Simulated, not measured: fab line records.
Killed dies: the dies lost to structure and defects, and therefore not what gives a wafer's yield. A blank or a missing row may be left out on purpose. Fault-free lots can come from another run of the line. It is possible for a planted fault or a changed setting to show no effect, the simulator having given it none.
Struck lot and sound lot, side by side    flow sky130    15 out of 708 route steps
Sound: wafers L924.3, L924.4, L924.5. Struck: wafer L912.4 (L912.2, L912.6, from the same lot, were not struck and are left out); the cause is given at the end.
For every step that has rows: the tool of each side, followed by ch and its chambers, followed by its first start. Under that, the readings that differ: sound wafers    struck wafers    difference of the means    sigmas: that difference in standard deviations of wafers without a fault.
alike: words and numbers the same on both sides, and readings whose means are apart by under 2 such deviations; not compared: readings that were withheld, readings missing a value for some wafer, numbers with overlapping values and no deviation given by the record, and bounds like >300 which may hide the same value.
A row with sigmas, a row that says differs or no value, or rows on one side alone: a step with any of these is where the two part. Numbers that don't overlap but have no deviation are shown without sigmas and don't part them. A reading that every wafer of one side lacks parts them only if that side has two wafers or more.

SKY_METAL2_STRIP_20: strips in O2/N2.
  sound on plasma-asher-02 ch 0,1, day 41 06:12; struck on plasma-asher-04 ch 1, day 37 12:04
reading                sound              struck  difference  sigmas
oes-product-au (a.u.)  0.351 0.347 0.339  0.336   -0.010      -2
  alike: drypump-motor-current-A, n2-flow-sccm, o2-flow-sccm, strip-time-to-endpoint-s
  not compared: rf-hours-counter-h
then, 4 steps without rows for these wafers: SKY_METAL2_STRIP_21 (strips in post etch residue remover, time 1200 s); SKY_METAL2_CLEAN_22 (cleans in IPA, time 180 s); SKY_METAL2_CLEAN_23 (cleans in O3/DIW); SKY_VIA2_HDPCVD_00 (deposits SiO2, target thk 1180 nm, time 196.7 s).
SKY_VIA2_THK_MEAS_01:
  sound: film-metro-01 at day 41 06:56; struck: film-metro-01 at day 37 12:52
  alike: VIA2_HDPCVD_THK
SKY_VIA2_CMP_02: polishes SiO2.
  sound on cmp-01 ch 1,2, day 41 06:59; struck on cmp-02 ch 2, day 37 13:01
reading              sound           struck  difference  sigmas
motor-current-A (A)  12.3 10.5 11.3  13.5    +2.1        +3
  alike: slurry-flow-ml-min
SKY_VIA2_BOW_MEAS_03:
  sound: film-metro-02 at day 41 07:19; struck: film-metro-04 at day 37 13:14
  alike: VIA2_BOW
then, 4 steps without rows for these wafers: SKY_VIA2_DEHYDRATE_04 (time 60 s); SKY_VIA2_HMDS_05 (prime time 60 s); SKY_VIA2_COAT_06 (resist thk 60 nm); SKY_VIA2_COAT_07 (resist thk 450 nm).
SKY_VIA2_SOFTBAKE_08: time 90 s.
  sound on litho-track-02 ch 0, day 41 19:00; struck on litho-track-02 ch 0, day 38 01:00
reading                   sound                 struck  difference  sigmas
heater-power-total-W (W)  57.18 57.43 57.18     59.01   +1.75       +16
run-length-s (s)          119.36 119.30 119.16  111.40  -7.87       -66
  alike: chill-plate-temp-C
  not compared: plate-temp-C
then, 1 step without rows for these wafers: SKY_VIA2_EXPOSE_09 (exposes mask VIM2, target cd 200 nm).
-- the record jumps here: 10 days lie between the struck wafers' starts before and after (it left off in module VIA2 and takes up again in module PAD_OPEN, whose first step shown is number 708 of the route) --
SKY_PAD_OPEN_PROBE_99:
  sound: prober-02 at day 50 07:06; struck: prober-02 at day 47 14:06
  alike: defect-limited-yield, killed_at_M0_to_M3, killed_at_M4_up, killed-at-contacts, killed-at-front-end, killed-at-other, killed-dies, killed-on-rim, killed-open, killed-short, sort_bin_3_pad_short, sort_bin_5_function, sort_bin_6_memory, sort-n-pass, sort-yield-pct

== WHERE THEY PART ==
Last at SKY_VIA2_SOFTBAKE_08 as far as this record goes, first at SKY_METAL2_STRIP_20. Later steps at which nothing parts them and some readings are alike: SKY_PAD_OPEN_PROBE_99.

WHY: what had been put in by the simulator
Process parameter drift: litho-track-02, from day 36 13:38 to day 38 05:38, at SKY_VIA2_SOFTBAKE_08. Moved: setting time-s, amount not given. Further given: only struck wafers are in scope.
